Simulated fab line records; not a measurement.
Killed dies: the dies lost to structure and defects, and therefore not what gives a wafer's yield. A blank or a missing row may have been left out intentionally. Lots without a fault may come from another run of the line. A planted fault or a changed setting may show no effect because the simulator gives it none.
fab line records	flow sky130
[record] lots = 14	wafers = 42	last_day = 50
route steps=708 shown NWELL@66 LDD_HVP@288 POLY_CUT@317 LI_CONTACT@385
lots that met no fault: taken from a fault-free run of the same line
start_h: hours from the record's first day to the start of the lot's first wafer shown	wait_h: hours from the lot's prior step to this one	" unchanged from the row above	L1.1+2: a single row standing in for several wafers	- no value present, or no start provided	* or withheld: withheld	< > ~ a bound
route shown NAME@n: NAME is a module with steps in the file, n the number in the route of the first one	usual: mean and standard deviation over wafers with no fault	same: alike in all rows	chamber/n: place in a boat	sites: each site's reading	_std_site: standard deviation of those values	_edge_site: outer sites' mean less inner sites'	radius_mm: for every site, how far away it sits from the centre of the wafer	mask NAME#n: copy n	behind: tool/chamber where the wafer was last shaped	hold: reason for holding the lot/hours on hold/outcome of the hold	device: whichever transistor did not switch (one of n, p or np)	end of line: tests of these same wafers at the route's end	a step without rows: its recipe alone	killed: at the first sort, the dies lost to defects and structure; wafer yield is something else	map: a wafer's dies, x killed, . not, _ none there
set.NAME: the setting the step ran with; set.NAME@STEP: the setting that earlier step ran with	model.NAME: the simulator's own value behind a step, which no gauge read
steps of the route over a sample of lots; a table a step, a row a wafer
services: a tool's chamber out of use, with start hour (start_h, from the record's first day; less than 0 if before it), hours out, and reason
[[steps]]
[step SKY_NWELL_IMPLANT_13]
[recipe] species = P	energy_kev = 50	dose_cm2 = 7e+11	tilt_deg = withheld
[usual] beam_energy_keV = 50.002/0.014	beam_on_s = 10.03/0.2	faraday_current_uA = 3.93/0.08
lot.wafer	tool	chamber	start_h	wait_h	beam_energy_keV	beam_on_s	faraday_current_uA
L140.1	implanter-02	0	93.28	0.1	50.007	10.20	3.88
L140.4	"	0	"	"	49.990	10.20	3.86
L140.5	"	0	"	"	50.000	10.42	3.77
L141.1	implanter-01	0	100.33	0.1	50.008	9.91	3.96
L141.3	"	0	"	"	49.995	9.81	4.02
L141.4	"	0	"	"	49.993	9.97	3.93
L142.1	implanter-03	-	102.70	0.1	-	-	-
L142.4	"	-	"	"	-	-	-
L142.6	"	-	"	"	-	-	-
L143.2	implanter-01	-	110.03	0.1	-	-	-
L143.3	"	-	"	"	-	-	-
L143.5	"	-	"	"	-	-	-
L148.3	implanter-03	0	136.01	0.1	50.032	10.00	3.96
L148.4	"	0	"	"	50.011	9.83	4.02
L148.6	"	0	"	"	50.006	10.14	3.91
L151.2	implanter-01	0	157.60	0.1	49.985	10.05	3.95
L151.3	"	0	"	"	49.997	10.27	3.85
L151.6	"	0	"	"	49.996	9.76	4.04
L152.1	implanter-01	0	161.63	0.1	50.017	9.95	4.00
L152.2	"	0	"	"	50.017	9.91	3.98
L152.3	"	0	"	"	50.024	9.97	3.97
L153.1	implanter-03	0	171.38	0.1	50.003	10.14	3.87
L153.4	"	0	"	"	50.006	10.40	3.80
L153.5	"	0	"	"	50.002	10.25	3.85
L154.1	implanter-01	0	177.00	0.1	50.002	10.32	3.83
L154.4	"	0	"	"	50.020	10.12	3.89
L154.6	"	0	"	"	50.003	10.21	3.87
L156.1	implanter-01	0	188.70	0.1	49.978	10.29	3.83
L156.3	"	0	"	"	49.995	9.85	4.03
L156.4	"	0	"	"	49.982	9.76	4.06
L157.1	implanter-02	0	194.76	0.1	50.009	10.11	3.90
L157.2	"	0	"	"	49.983	9.98	3.96
L157.6	"	0	"	"	49.982	9.83	4.03
L159.1	implanter-01	0	200.28	0.1	50.006	9.97	3.96
L159.3	"	0	"	"	50.030	9.95	3.99
L159.6	"	0	"	"	50.014	10.28	3.85
L160.1	implanter-01	0	207.81	0.1	49.988	9.40	4.19
L160.4	"	0	"	"	49.992	9.80	4.02
L160.5	"	0	"	"	50.000	9.90	4.00
L162.3	implanter-02	0	219.98	0.1	50.019	10.08	3.93
L162.4	"	0	"	"	50.019	10.03	3.93
L162.5	"	0	"	"	50.013	10.11	3.91
[step SKY_NWELL_RS_MEAS_29]
[recipe] thk_meas_gauge = four-point-probe
[usual] NWELL_RS = 624.1/1.9
lot.wafer	tool	chamber	start_h	wait_h	NWELL_RS[ohm/sq]
L140.1	film_metro-02	-	111.72	0.1	624.2
L140.4	"	-	"	"	624.7
L140.5	"	-	"	"	623.6
L141.1	film_metro-02	-	119.82	0.1	621.6
L141.3	"	-	"	"	622.4
L141.4	"	-	"	"	620.6
L142.1	film_metro-01	-	121.41	0.1	648.1
L142.4	"	-	"	"	648.8
L142.6	"	-	"	"	648.0
L143.2	film_metro-04	-	129.75	0.1	650.8
L143.3	"	-	"	"	652.7
L143.5	"	-	"	"	651.6
L148.3	film_metro-04	-	156.26	0.1	623.1
L148.4	"	-	"	"	625.4
L148.6	"	-	"	"	623.6
L151.2	film_metro-02	-	177.88	0.1	621.3
L151.3	"	-	"	"	621.3
L151.6	"	-	"	"	621.3
L152.1	film_metro-02	-	182.32	0.1	619.8
L152.2	"	-	"	"	620.3
L152.3	"	-	"	"	620.8
L153.1	film_metro-01	-	191.68	0.1	623.5
L153.4	"	-	"	"	623.4
L153.5	"	-	"	"	622.8
L154.1	film_metro-04	-	198.09	0.1	625.9
L154.4	"	-	"	"	626.0
L154.6	"	-	"	"	625.8
L156.1	film_metro-01	-	210.47	0.1	628.0
L156.3	"	-	"	"	628.4
L156.4	"	-	"	"	627.2
L157.1	film_metro-02	-	216.44	0.1	624.4
L157.2	"	-	"	"	623.6
L157.6	"	-	"	"	625.7
L159.1	film_metro-02	-	222.51	0.1	622.4
L159.3	"	-	"	"	622.0
L159.6	"	-	"	"	624.6
L160.1	film_metro-02	-	230.36	0.1	624.9
L160.4	"	-	"	"	625.7
L160.5	"	-	"	"	626.3
L162.3	film_metro-04	-	242.76	0.1	622.8
L162.4	"	-	"	"	622.4
L162.5	"	-	"	"	621.7
[step SKY_LDD_HVP_TW_MEAS_10]
[usual] LDD_HVP_TW = 452/4.1
lot.wafer	tool	chamber	start_h	wait_h	LDD_HVP_TW
L140.1	film_metro-01	-	503.32	0.1	459
L140.4	"	-	"	"	454
L140.5	"	-	"	"	457
L141.1	film_metro-03	-	514.69	0.1	454
L141.3	"	-	"	"	457
L141.4	"	-	"	"	458
L148.3	film_metro-03	-	573.76	0.1	457
L148.4	"	-	"	"	454
L148.6	"	-	"	"	457
L151.2	film_metro-02	-	603.08	0.1	447
L151.3	"	-	"	"	447
L151.6	"	-	"	"	450
L152.1	film_metro-03	-	608.32	0.1	458
L152.2	"	-	"	"	454
L152.3	"	-	"	"	451
L153.1	film_metro-01	-	618.74	0.1	452
L153.4	"	-	"	"	451
L153.5	"	-	"	"	451
L154.1	film_metro-02	-	630.27	0.1	448
L154.4	"	-	"	"	445
L154.6	"	-	"	"	446
L156.1	film_metro-01	-	645.19	0.1	455
L156.3	"	-	"	"	454
L156.4	"	-	"	"	452
L157.1	film_metro-01	-	653.47	0.1	458
L157.2	"	-	"	"	455
L157.6	"	-	"	"	458
L159.1	film_metro-01	-	665.97	0.1	458
L159.3	"	-	"	"	457
L159.6	"	-	"	"	456
L160.1	film_metro-02	-	672.39	0.1	447
L160.4	"	-	"	"	446
L160.5	"	-	"	"	450
L162.3	film_metro-02	-	700.46	0.1	447
L162.4	"	-	"	"	445
L162.5	"	-	"	"	445
[step SKY_POLY_CUT_ETCH_10]
[recipe] chemistry = N2/H2	target = BARC	ion_energy_ev = 200	source_w = 500	bias_w = 100	pressure_mtorr = 30	n2_flow_sccm = 100	h2_flow_sccm = 200	stop_on = SiO2	time_s = 45.9	target_depth_a = 600
[usual] drypump_motor_current_A = 5.6/0.54	oes_product_au = 0.855/0.0047	throttle_valve_pct = 13.224/0.0082
[same] time_s = 45.9
lot.wafer	tool	chamber	start_h	wait_h	drypump_motor_current_A	oes_product_au	rf_hours_counter_h	throttle_valve_pct
L140.1	rie_diel-02	0	565.33	0.0	5.0	0.860	6	13.226
L140.4	"	1	"	"	5.0	0.864	18	13.232
L140.5	"	0	"	"	5.0	0.860	-	13.227
L141.1	rie_diel-03	2	578.59	0.0	5.1	0.852	3	13.224
L141.3	"	3	"	"	6.7	0.864	9	13.222
L141.4	"	1	"	"	5.3	0.860	0	13.233
L148.3	rie_diel-03	2	633.16	0.0	5.1	0.847	5	13.225
L148.4	"	1	"	"	5.3	0.856	1	13.221
L148.6	"	3	"	"	6.7	0.858	-	13.249
L151.2	rie_diel-01	3	662.06	0.0	5.8	0.858	6	13.216
L151.3	"	0	"	"	5.7	0.850	8	13.230
L151.6	"	2	"	"	6.6	0.862	-	13.218
L152.1	rie_diel-02	3	669.11	0.0	5.9	0.852	4	13.228
L152.2	"	1	"	"	5.0	0.865	20	13.232
L152.3	"	2	"	"	5.2	0.851	46	13.226
L153.1	rie_diel-03	3	678.64	0.0	6.7	0.857	12	13.214
L153.4	"	1	"	"	5.3	0.861	2	13.243
L153.5	"	1	"	"	5.3	0.856	-	13.227
L154.1	rie_diel-03	3	689.86	0.0	6.7	0.851	12	13.235
L154.4	"	0	"	"	5.6	0.856	12	13.216
L154.6	"	3	"	"	6.7	0.856	-	13.228
L156.1	rie_diel-01	1	704.84	0.0	5.7	0.860	11	13.212
L156.3	"	2	"	"	6.6	0.858	52	13.225
L156.4	"	3	"	"	5.8	0.855	6	13.227
L157.1	rie_diel-02	2	712.41	0.0	5.2	0.858	47	13.226
L157.2	"	3	"	"	5.9	0.859	4	13.236
L157.6	"	0	"	"	5.0	0.847	-	13.240
L159.1	rie_diel-02	3	723.99	0.0	5.9	0.858	5	13.212
L159.3	"	0	"	"	5.0	0.851	8	13.218
L159.6	"	0	"	"	5.0	0.851	-	13.223
L160.1	rie_diel-01	0	729.36	0.0	5.7	0.853	9	13.223
L160.4	"	0	"	"	5.7	0.848	-	13.233
L160.5	"	3	"	"	5.8	0.853	-	13.223
L162.3	rie_diel-02	3	758.13	0.0	5.9	0.852	6	13.219
L162.4	"	0	"	"	5.0	0.848	9	13.225
L162.5	"	2	"	"	5.2	0.851	-	13.232
[step SKY_LI_CONTACT_THK_MEAS_23]
[recipe] thk_meas_gauge = xrf	reads = W_of_LI_CONTACT_CVD_21
[usual] LI_CONTACT_W_THK = 405/6.1
lot.wafer	tool	chamber	start_h	wait_h	LI_CONTACT_W_THK[nm]
L140.1	film_metro-01	-	685.62	0.1	411
L140.4	"	-	"	"	417
L140.5	"	-	"	"	415
L141.1	film_metro-03	-	696.60	0.1	405
L141.3	"	-	"	"	395
L141.4	"	-	"	"	397
L148.3	film_metro-03	-	748.37	0.1	403
L148.4	"	-	"	"	406
L148.6	"	-	"	"	405
L151.2	film_metro-03	-	776.36	0.1	403
L151.3	"	-	"	"	411
L151.6	"	-	"	"	410
L152.1	film_metro-01	-	782.89	0.1	412
L152.2	"	-	"	"	406
L152.3	"	-	"	"	418
L153.1	film_metro-01	-	791.90	0.1	418
L153.4	"	-	"	"	414
L153.5	"	-	"	"	412
L154.1	film_metro-01	-	802.19	0.1	408
L154.4	"	-	"	"	401
L154.6	"	-	"	"	405
L156.1	film_metro-01	-	815.10	0.1	417
L156.3	"	-	"	"	416
L156.4	"	-	"	"	409
L157.1	film_metro-04	-	824.64	0.1	400
L157.2	"	-	"	"	406
L157.6	"	-	"	"	407
L159.1	film_metro-04	-	835.98	0.1	396
L159.3	"	-	"	"	399
L159.6	"	-	"	"	399
L160.1	film_metro-04	-	841.70	0.1	402
L160.4	"	-	"	"	400
L160.5	"	-	"	"	400
L162.3	film_metro-01	-	868.51	0.1	395
L162.4	"	-	"	"	394
L162.5	"	-	"	"	395
[[services]]
tool	chamber	start_h	hours	kind
implanter-01	-	87.44	6.7	repair
rie_diel-02	3	105.36	15.3	repair
implanter-02	-	127.73	17.0	repair
implanter-01	-	151.36	2.3	repair
rie_diel-02	0	184.05	3.6	repair
rie_diel-02	2	222.50	1.2	repair
rie_diel-03	1	270.45	15.4	repair
implanter-01	-	288.06	3.3	pm
rie_diel-03	2	314.28	3.5	repair
implanter-01	-	317.03	1.1	repair
rie_diel-03	0	374.27	3.0	repair
implanter-01	-	389.87	5.1	pm
implanter-01	-	428.88	0.7	repair
implanter-01	-	431.14	4.7	repair
rie_diel-03	-	493.02	0.3	repair
rie_diel-03	2	501.81	16.1	repair
rie_diel-02	0	508.97	9.0	repair
rie_diel-03	0	517.27	3.3	repair
rie_diel-03	-	529.21	10.0	repair
rie_diel-03	3	537.80	39.3	repair
rie_diel-03	1	595.13	9.1	repair
rie_diel-03	2	595.89	5.5	repair
implanter-01	-	627.24	1.8	repair
rie_diel-02	-	669.75	0.9	repair
[[key]]
[first_sign] step = SKY_NWELL_IMPLANT_13	reading = tool_record	direction = missing
[effect] step = SKY_NWELL_RS_MEAS_29	reading = NWELL_RS	direction = up	sigmas = 14	usual = 624.1	struck = 650.0
met_at SKY_NWELL_IMPLANT_13
struck_lots L142,L143
later_rows_left_out L142.1,L142.4,L142.6,L143.2,L143.3,L143.5
sort_left_out L142.1,L142.4,L142.6,L143.2,L143.3,L143.5
tester_left_out L142,L143
not_acting_at SKY_LDD_HVP_TW_MEAS_10,SKY_POLY_CUT_ETCH_10,SKY_LI_CONTACT_THK_MEAS_23
onset_between 100.33 102.70
[fault] kind = skipped_step_whole	tool = implanter-01,implanter-03	chamber = -	onset_h = 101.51	steps = SKY_NWELL_IMPLANT_13	scope = struck_lots_only
// tester_left_out: of these lots the tester's yield and bins aren't shown, on N5 and GAA mostly nor the transistor test; their killed dies are dies lost to structure and defects alone, not to doping, threshold or leakage, so they don't give the yield
// sort_left_out: the simulated sort isn't trusted on such a fault, so these wafers' sort isn't shown, and their yield isn't known
// later_rows_left_out: the simulator's readings of these wafers behind a module that went badly wrong aren't trusted and aren't shown, but for the sort
